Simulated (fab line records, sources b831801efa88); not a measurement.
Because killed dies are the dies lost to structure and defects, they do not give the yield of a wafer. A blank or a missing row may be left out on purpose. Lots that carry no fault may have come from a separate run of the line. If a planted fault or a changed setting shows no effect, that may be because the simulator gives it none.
fab line records / flow sfq-line
record: lots: 14 wafers: 42 last-day: 94
route steps=325 shown I2@115
lots with no fault: from the same line, run without faults
start-h: start of the lot's first displayed wafer, in hours after the record's first day / wait-h: how many hours have passed since the lot's step before this one / " unchanged from the row above / L1.1+2: several wafers, shown together as one row / - no value, or no start given / * or withheld: withheld / < > ~ a bound
route shown NAME@n: names a module that has steps shown in the file, with the first one's number in the route / usual: average and standard deviation across the fault-free wafers / same: alike in all rows / chamber/n: place in a boat / sites: each site's reading / _std_site: the standard deviation of these / _edge_site: the outer-site mean with the inner-site mean subtracted / radius-mm: for every site, how far away it sits from the centre of the wafer / mask NAME#n: copy n / behind: the most recent tool/chamber to have shaped the wafer / hold: why the lot was held/for how many hours/how that ended / device: the transistor (n, p or np) that didn't switch / end of line: the tests these same wafers got at the end of their route / a step given without rows: its recipe and nothing more / killed: the dies lost at the first sort to structure and to defects; this is not the yield of the wafer / map: the dies of a wafer, with x for killed, . for not killed, _ for no die there
set.NAME: the run value of the setting; set.NAME@STEP: its run value at that earlier step / model.NAME: the simulator's own value behind a step, which no gauge read
the route's steps for a sample of lots (tables are steps, rows are wafers)
services: a tool's chamber out of use, with start hour (start-h, from the record's first day; less than 0 if before it), hours out, and reason
== steps ==
step: SFQ_TRILAYER_I2_VIA_ETCH_VIA_ETCH_070
recipe: target: SiO2 stop-on: Nb mask-material: PR taper-deg: 20 chemistry: CHF3 target-depth-nm: 260 source-w: 500 bias-w: 80 pressure-mtorr: 30 time-s: withheld
usual: drypump-motor-current-A: 5.6/0.39 oes-product-au: 0.856/0.0048 rf-fwd-power-W: 498.1/1.6
lot.wafer=L480.2 tool=rie-diel-01 chamber=3 start-h=489.72 wait-h=0.0 drypump-motor-current-A=5.9 oes-product-au=0.863 rf-fwd-power-W=498.0
lot.wafer=L480.5 tool=rie-diel-01 chamber=2 start-h=489.72 wait-h=0.0 drypump-motor-current-A=5.6 oes-product-au=0.853 rf-fwd-power-W=501.4
lot.wafer=L480.6 tool=rie-diel-01 chamber=3 start-h=489.72 wait-h=0.0 drypump-motor-current-A=5.9 oes-product-au=0.862 rf-fwd-power-W=499.4
lot.wafer=L482.2 tool=rie-diel-01 chamber=1 start-h=516.12 wait-h=0.0 drypump-motor-current-A=6.1 oes-product-au=0.854 rf-fwd-power-W=496.9
lot.wafer=L482.3 tool=rie-diel-01 chamber=0 start-h=516.12 wait-h=0.0 drypump-motor-current-A=5.2 oes-product-au=0.855 rf-fwd-power-W=497.3
lot.wafer=L482.4 tool=rie-diel-01 chamber=2 start-h=516.12 wait-h=0.0 drypump-motor-current-A=5.6 oes-product-au=0.852 rf-fwd-power-W=497.8
lot.wafer=L483.2 tool=rie-diel-02 chamber=3 start-h=525.72 wait-h=0.0 drypump-motor-current-A=5.2 oes-product-au=0.851 rf-fwd-power-W=501.6
lot.wafer=L483.3 tool=rie-diel-02 chamber=0 start-h=525.72 wait-h=0.0 drypump-motor-current-A=5.6 oes-product-au=0.852 rf-fwd-power-W=497.3
lot.wafer=L483.5 tool=rie-diel-02 chamber=3 start-h=525.72 wait-h=0.0 drypump-motor-current-A=5.2 oes-product-au=0.864 rf-fwd-power-W=498.9
lot.wafer=L485.2 tool=rie-diel-04 chamber=1 start-h=543.47 wait-h=0.0 drypump-motor-current-A=5.2 oes-product-au=0.854 rf-fwd-power-W=497.2
lot.wafer=L485.3 tool=rie-diel-04 chamber=0 start-h=543.47 wait-h=0.0 drypump-motor-current-A=5.0 oes-product-au=0.861 rf-fwd-power-W=499.9
lot.wafer=L485.5 tool=rie-diel-04 chamber=3 start-h=543.47 wait-h=0.0 drypump-motor-current-A=5.7 oes-product-au=0.863 rf-fwd-power-W=498.4
lot.wafer=L486.1 tool=rie-diel-01 chamber=0 start-h=557.87 wait-h=0.0 drypump-motor-current-A=5.2 oes-product-au=0.848 rf-fwd-power-W=497.8
lot.wafer=L486.5 tool=rie-diel-01 chamber=0 start-h=557.87 wait-h=0.0 drypump-motor-current-A=5.3 oes-product-au=0.861 rf-fwd-power-W=495.8
lot.wafer=L486.6 tool=rie-diel-01 chamber=2 start-h=557.87 wait-h=0.0 drypump-motor-current-A=5.6 oes-product-au=0.857 rf-fwd-power-W=500.5
lot.wafer=L490.3 tool=rie-diel-04 chamber=3 start-h=619.04 wait-h=0.0 drypump-motor-current-A=5.7 oes-product-au=0.855 rf-fwd-power-W=575.8
lot.wafer=L490.4 tool=rie-diel-04 chamber=1 start-h=619.04 wait-h=0.0 drypump-motor-current-A=5.2 oes-product-au=0.857 rf-fwd-power-W=578.7
lot.wafer=L490.6 tool=rie-diel-04 chamber=3 start-h=619.04 wait-h=0.0 drypump-motor-current-A=5.6 oes-product-au=0.859 rf-fwd-power-W=575.2
lot.wafer=L491.4 tool=rie-diel-04 chamber=1 start-h=623.90 wait-h=0.1 drypump-motor-current-A=5.2 oes-product-au=0.848 rf-fwd-power-W=579.2
lot.wafer=L491.5 tool=rie-diel-04 chamber=2 start-h=623.90 wait-h=0.1 drypump-motor-current-A=6.0 oes-product-au=0.862 rf-fwd-power-W=581.2
lot.wafer=L491.6 tool=rie-diel-04 chamber=3 start-h=623.90 wait-h=0.1 drypump-motor-current-A=5.6 oes-product-au=0.856 rf-fwd-power-W=579.9
lot.wafer=L492.1 tool=rie-diel-02 chamber=3 start-h=635.84 wait-h=0.0 drypump-motor-current-A=5.2 oes-product-au=0.849 rf-fwd-power-W=498.0
lot.wafer=L492.2 tool=rie-diel-02 chamber=0 start-h=635.84 wait-h=0.0 drypump-motor-current-A=5.6 oes-product-au=0.857 rf-fwd-power-W=496.7
lot.wafer=L492.5 tool=rie-diel-02 chamber=1 start-h=635.84 wait-h=0.0 drypump-motor-current-A=5.5 oes-product-au=0.849 rf-fwd-power-W=499.1
lot.wafer=L494.2 tool=rie-diel-02 chamber=2 start-h=643.04 wait-h=0.0 drypump-motor-current-A=6.3 oes-product-au=0.860 rf-fwd-power-W=496.1
lot.wafer=L494.3 tool=rie-diel-02 chamber=3 start-h=643.04 wait-h=0.0 drypump-motor-current-A=5.2 oes-product-au=0.855 rf-fwd-power-W=495.7
lot.wafer=L494.4 tool=rie-diel-02 chamber=0 start-h=643.04 wait-h=0.0 drypump-motor-current-A=5.7 oes-product-au=0.856 rf-fwd-power-W=497.3
lot.wafer=L497.1 tool=rie-diel-02 chamber=2 start-h=673.27 wait-h=0.0 drypump-motor-current-A=6.3 oes-product-au=0.855 rf-fwd-power-W=496.8
lot.wafer=L497.2 tool=rie-diel-02 chamber=3 start-h=673.27 wait-h=0.0 drypump-motor-current-A=5.2 oes-product-au=0.852 rf-fwd-power-W=499.4
lot.wafer=L497.5 tool=rie-diel-02 chamber=3 start-h=673.27 wait-h=0.0 drypump-motor-current-A=5.2 oes-product-au=0.850 rf-fwd-power-W=499.4
lot.wafer=L498.1 tool=rie-diel-01 chamber=3 start-h=681.77 wait-h=0.0 drypump-motor-current-A=5.8 oes-product-au=0.850 rf-fwd-power-W=497.2
lot.wafer=L498.2 tool=rie-diel-01 chamber=0 start-h=681.77 wait-h=0.0 drypump-motor-current-A=5.2 oes-product-au=0.866 rf-fwd-power-W=499.8
lot.wafer=L498.6 tool=rie-diel-01 chamber=0 start-h=681.77 wait-h=0.0 drypump-motor-current-A=5.2 oes-product-au=0.853 rf-fwd-power-W=499.9
lot.wafer=L499.2 tool=rie-diel-02 chamber=0 start-h=688.97 wait-h=0.0 drypump-motor-current-A=5.6 oes-product-au=0.855 rf-fwd-power-W=497.7
lot.wafer=L499.4 tool=rie-diel-02 chamber=2 start-h=688.97 wait-h=0.0 drypump-motor-current-A=6.3 oes-product-au=0.849 rf-fwd-power-W=495.2
lot.wafer=L499.5 tool=rie-diel-02 chamber=2 start-h=688.97 wait-h=0.0 drypump-motor-current-A=6.3 oes-product-au=0.846 rf-fwd-power-W=497.9
lot.wafer=L501.1 tool=rie-diel-01 chamber=2 start-h=702.17 wait-h=0.0 drypump-motor-current-A=5.6 oes-product-au=0.858 rf-fwd-power-W=495.6
lot.wafer=L501.2 tool=rie-diel-01 chamber=1 start-h=702.17 wait-h=0.0 drypump-motor-current-A=6.1 oes-product-au=0.854 rf-fwd-power-W=497.3
lot.wafer=L501.4 tool=rie-diel-01 chamber=3 start-h=702.17 wait-h=0.0 drypump-motor-current-A=5.8 oes-product-au=0.862 rf-fwd-power-W=498.8
lot.wafer=L503.1 tool=rie-diel-04 chamber=1 start-h=724.77 wait-h=0.0 drypump-motor-current-A=5.1 oes-product-au=0.852 rf-fwd-power-W=495.4
lot.wafer=L503.4 tool=rie-diel-04 chamber=0 start-h=724.77 wait-h=0.0 drypump-motor-current-A=5.0 oes-product-au=0.857 rf-fwd-power-W=497.0
lot.wafer=L503.5 tool=rie-diel-04 chamber=3 start-h=724.77 wait-h=0.0 drypump-motor-current-A=5.6 oes-product-au=0.858 rf-fwd-power-W=499.4
== services ==
tool=rie-diel-01 chamber=3 start-h=473.18 hours=6.8 kind=repair
tool=rie-diel-04 chamber=1 start-h=500.09 hours=4.6 kind=repair
tool=rie-diel-04 chamber=0 start-h=502.93 hours=15.7 kind=repair
tool=rie-diel-04 chamber=3 start-h=512.85 hours=2.9 kind=repair
tool=rie-diel-02 chamber=0 start-h=532.10 hours=7.1 kind=repair
tool=rie-diel-01 chamber=1 start-h=543.15 hours=19.4 kind=repair
tool=rie-diel-02 chamber=1 start-h=560.71 hours=- kind=clean
tool=rie-diel-02 chamber=1 start-h=560.71 hours=17.4 kind=scheduled-down
tool=rie-diel-02 chamber=1 start-h=560.71 hours=17.4 kind=vent-cycle
tool=rie-diel-02 chamber=1 start-h=578.79 hours=7.2 kind=repair
tool=rie-diel-02 chamber=2 start-h=579.15 hours=2.9 kind=repair
tool=rie-diel-02 chamber=3 start-h=587.19 hours=17.6 kind=repair
tool=rie-diel-04 chamber=0 start-h=610.47 hours=5.3 kind=repair
tool=rie-diel-04 chamber=0 start-h=615.76 hours=- kind=clean
tool=rie-diel-04 chamber=0 start-h=615.76 hours=15.3 kind=scheduled-down
tool=rie-diel-04 chamber=0 start-h=615.76 hours=15.3 kind=vent-cycle
tool=rie-diel-01 chamber=0 start-h=687.54 hours=2.8 kind=repair
tool=rie-diel-04 chamber=1 start-h=702.71 hours=10.5 kind=repair
tool=rie-diel-04 chamber=2 start-h=707.30 hours=15.3 kind=repair
tool=rie-diel-01 chamber=0 start-h=720.22 hours=19.6 kind=repair
tool=rie-diel-02 chamber=2 start-h=720.90 hours=- kind=clean
tool=rie-diel-02 chamber=2 start-h=720.90 hours=13.6 kind=scheduled-down
tool=rie-diel-02 chamber=2 start-h=720.90 hours=13.6 kind=vent-cycle
tool=rie-diel-04 chamber=2 start-h=722.58 hours=- kind=clean
== key ==
first-sign: step: SFQ_TRILAYER_I2_VIA_ETCH_VIA_ETCH_070 reading: rf-fwd-power-W direction: up sigmas: 50 usual: 498.1 struck: 578.3
effect none on later readings
met-at SFQ_TRILAYER_I2_VIA_ETCH_VIA_ETCH_070
struck-lots L490,L491
onset-between 543.47 619.04
fault: kind: process-parameter-drift tool: rie-diel-04 chamber: - onset-h: 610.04 steps: SFQ_TRILAYER_I2_VIA_ETCH_VIA_ETCH_070 channel: source-w offset: 80 shape: step end-h: 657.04 acts-in: these-recipes-only stated: 500
